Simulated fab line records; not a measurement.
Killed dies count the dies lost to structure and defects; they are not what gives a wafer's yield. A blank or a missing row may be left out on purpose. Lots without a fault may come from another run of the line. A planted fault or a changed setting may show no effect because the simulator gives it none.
Problem report, 8D (eight disciplines) form, completed by code ; flow sky130 ; the parts of the form that need people (team, actions taken, sign-off) are left out

1. THE PROBLEM
VIA1_W_RS at SKY_VIA1_RS_MEAS_22 reads a mean of 0.451 ohm/sq on 4 wafers of 2 lots; wafers without a fault read 0.426 ohm/sq with a standard deviation of 0.0036. Relative to the usual mean, that is a shift of +6.9 standard deviations.
The step: measures by four-point-probe.
First seen on wafer L156.3, day 36 16:35, on filmMetro-02. At this step, 33 wafers from 11 lots have a number in the record. Rule for "out" (also "out of limits"): further than 4 standard deviations from the usual mean. The rest of the wafers with a number are treated as sound.

2. WHAT IT IS, WHAT IT ISN'T
question;is;is not
which readings at this step;VIA1_W_RS;-
which lots;L156, L158;L149, L150, L152, L153, L165, L167, L168, L169, L171
which wafers of those lots;L156.3, L156.6, L158.3, L158.6;L156.4, L158.1
read on which gauges;filmMetro-02;filmMetro-01, filmMetro-03
when;from day 36 16:35;"up to then (13 sound wafers); but 16 sound wafers of L158, L165, L167, L168, L169, L171 came after"

3. WHAT RULES OUT EACH SUSPECT
Counting: any tool at a process step up to the reading remains a suspect provided it ran every lot that is out. Sound lots after the first of them don't rule it out here, since some wafers of a struck lot are sound.
- the gauge at SKY_VIA1_RS_MEAS_22: kept. All the wafers that are out were read on filmMetro-02, and no step on other tools shows them out.
- cvdW-01 at SKY_VIA1_CVD_21 (deposits W, target thk 270 nm, time 80.902 s): kept. It ran every lot that is out, first L156 (day 36 16:29); its last sound lot up to then is L153 (day 35 14:29).
- At SKY_VIA1_CVD_21 on cvdW-01, chamber 1 took the sound wafers of the same lots and chamber 0 took the wafers that are out.
Left after counting: cvdW-01 at SKY_VIA1_CVD_21, filmMetro-02 at SKY_VIA1_RS_MEAS_22.

4. THE CAUSE (what the simulator had put in)
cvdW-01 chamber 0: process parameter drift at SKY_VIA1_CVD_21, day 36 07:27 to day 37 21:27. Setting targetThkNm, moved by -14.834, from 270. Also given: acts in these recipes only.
This tool is one of the 2 suspects left after counting.

5. SEQUENCE OF EFFECTS, ordered by route
Each row: a reading whose mean over the struck wafers that have a number lies more than 3 standard deviations from the usual. Only readings whose record carries a usual standard deviation are examined. hours: median over the lots of the time between each lot's start at the first step of this table that gives one and its start at this step. sigmas: the change, counted in usual standard deviations.
hours;step;reading;usual;on struck wafers;change;sigmas
0;SKY_VIA1_RS_MEAS_22;VIA1_W_RS;0.426 ohm/sq;0.451;+0.025;+6.9
2;SKY_VIA1_THK_MEAS_23;VIA1_W_THK;267.2 nm;252.3;-14.9;-5.5
At these later measuring or inspecting steps, every struck wafer for which the step has a row has a number for every such reading, and none has moved that far: SKY_METAL2_OVL_MEAS_16.

6. WHAT WOULD HAVE CAUGHT IT SOONER
The first out-of-limits reading at a measuring or inspecting step in this record came at day 36 16:35, 9 hours after the fault's start at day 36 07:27.
No tool reading at SKY_VIA1_CVD_21 that has a usual standard deviation in the record was out on any struck wafer, so an alarm limit of 4 standard deviations on those readings would not have fired.
Among the 2 lots that are out, L158 began SKY_VIA1_CVD_21 on cvdW-01 after day 36 16:35. A hold on the tool at that time would have spared it.
